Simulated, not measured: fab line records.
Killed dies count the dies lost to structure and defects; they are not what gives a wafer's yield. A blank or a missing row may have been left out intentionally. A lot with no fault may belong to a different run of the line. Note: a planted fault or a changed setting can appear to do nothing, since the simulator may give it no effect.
Struck lot and sound lot, side by side + flow sky130 + 14 out of 708 route steps
Sound: wafers L102.1, L102.2, L102.6. Wafers L995.1, L995.2, L995.6 were the ones struck. At the end, the cause is stated.
Order at every step that has rows: each side's tool, ch and its chambers, its first start. Under that, the readings that differ: sound wafers + struck wafers + difference of the means + sigmas: that difference in standard deviations of wafers without a fault.
alike: same words and numbers on both sides, and readings whose means sit less than 2 such deviations apart. not compared: any withheld reading, any reading some wafer has no value for, any bound like >300 that may hide the same value, and any number with overlapping values for which the record gives no deviation.
A row with sigmas, a row that says differs or no value, or rows on one side alone: a step with any of these is where the two part. Numbers that have no deviation but don't overlap get no sigmas and don't part them. A reading that every wafer of one side lacks parts them only if that side has two wafers or more.

SKY_CAPM_METAL_ETCH_13: etches TiN in Cl2/BCl3, stops on SiO2, target depth 220 nm, time 62.9 s.
  sound on rieMetal-01 ch 0,1, day 41 05:16; struck on rieMetal-04 ch 0,1, day 39 18:07
| reading             | sound             | struck            | difference | sigmas |
|---------------------|-------------------|-------------------|------------|--------|
| oesProductAu (a.u.) | 0.928 0.927 0.928 | 0.944 0.952 0.932 | +0.015     | +2     |
  alike: drypumpMotorCurrentA, throttleValvePct
  not compared: rfHoursCounterH
SKY_CAPM_STRIP_14: strips in O2/N2.
  sound on plasmaAsher-01 ch 0,1, day 41 05:20; struck on plasmaAsher-03 ch 0,1, day 39 18:12
  alike: drypumpMotorCurrentA, oesProductAu, stripTimeToEndpointS
  not compared: rfHoursCounterH
then, 10 steps without rows for these wafers: SKY_CAPM_STRIP_15 (strips in post etch residue remover, time 1200 s); SKY_CAPM_CLEAN_16 (cleans in IPA, time 180 s); SKY_CAPM_CLEAN_17 (cleans in O3/DIW); SKY_METAL3_DEHYDRATE_05 (time 60 s); SKY_METAL3_HMDS_06 (prime time 60 s); SKY_METAL3_COAT_07 (resist thk 60 nm); SKY_METAL3_COAT_08 (resist thk 1140 nm); SKY_METAL3_SOFTBAKE_09 (time 90 s); SKY_METAL3_EXPOSE_10 (exposes mask MM3, target cd 300 nm); SKY_METAL3_PEB_11.
SKY_METAL3_DEVELOP_12: develop time 60 s.
  sound on lithoTrack-03 ch 0, day 42 04:00; struck on lithoTrack-01, day 40 19:00
  no value came back on the struck wafers for chillPlateTempC (C), developTimeS (s); on the sound wafers chillPlateTempC (C) reads 23.04 23.09 23.05
| reading                                      | sound          | struck         | difference | sigmas |
|----------------------------------------------|----------------|----------------|------------|--------|
| model.KrF-thick_of_METAL3_COAT_08.thkNm (nm) | 1124 1123 1127 | 1143 1144 1141 | +18        |        |
SKY_METAL3_CD_MEAS_13 targets a cd of 300 nm.
  sound on cdSem-01, day 42 04:59; struck on cdSem-01, day 40 19:17
| reading   | sound             | struck | difference                    | sigmas |
|-----------|-------------------|--------|-------------------------------|--------|
| cdNm (nm) | 300.5 300.9 300.5 | - - -  | no value on the struck wafers |        |

== WHERE THEY PART ==
Last at SKY_METAL3_CD_MEAS_13 as far as this record goes, first at SKY_CAPM_METAL_ETCH_13.

WHY: what the simulator had put in
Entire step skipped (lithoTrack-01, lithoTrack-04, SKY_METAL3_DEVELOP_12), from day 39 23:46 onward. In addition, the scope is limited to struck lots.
